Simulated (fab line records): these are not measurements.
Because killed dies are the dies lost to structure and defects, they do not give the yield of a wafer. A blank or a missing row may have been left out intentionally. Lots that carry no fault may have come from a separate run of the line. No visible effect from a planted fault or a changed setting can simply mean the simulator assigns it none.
Which tool was responsible? -- flow sky130 -- route of 708 steps, sampled at 1 step: 11 lots, 31 wafers

## WHAT THE GAUGES SHOWED, per wafer
SKY_VT_ADJUST_NCORE_TW_MEAS_11.
lot,measured,on,VT_ADJUST_NCORE_TW
L224,day 8 21:59,filmMetro-02,220.7 221.1 222.0
L229,day 10 05:48,filmMetro-04,219.9 220.5
L232,day 11 05:34,filmMetro-01,219.3 218.6
L236,day 12 07:58,filmMetro-01,218.4 216.7 219.2
L239,day 13 19:44,filmMetro-01,218.2 218.4 218.3
L240,day 13 22:15,filmMetro-04,220.3 219.6 220.5
L242,day 14 04:59,filmMetro-02,220.3 221.1 220.8
L243,day 14 10:31,filmMetro-01,218.7 219.0 217.9
L244,day 14 21:31,filmMetro-01,217.6 218.1 218.8
L245,day 15 02:18,filmMetro-02,221.8 222.8 220.9
L246,day 15 12:48,filmMetro-01,217.6 218.1 218.0

## TOOL THAT RAN EACH LOT (tool first, then ch and the chambers of the sampled wafers, then the start)
No process step before these readings appears in the record.

## THE ANSWER, worked out from the rows above alone
Rule: the usual values come from the lots themselves. Put in order of their means at a reading, lots are off if they are a third of the lots or fewer, leave a main group of 4 or more, and stand apart from it by a gap of 3 or more times the standard deviation of the main group's means; of several such gaps the widest counts. If all means in a main group match to the digits the tables above print for the reading, that group is not used. A lot without any number at a reading at which 4 lots or more have one is off too. Where the step has rows for the other lots, those lots are counted as sound.
No lot is off on any of the readings shown, so nothing can be concluded from this.

## WHAT THE SIMULATOR HAD INSERTED
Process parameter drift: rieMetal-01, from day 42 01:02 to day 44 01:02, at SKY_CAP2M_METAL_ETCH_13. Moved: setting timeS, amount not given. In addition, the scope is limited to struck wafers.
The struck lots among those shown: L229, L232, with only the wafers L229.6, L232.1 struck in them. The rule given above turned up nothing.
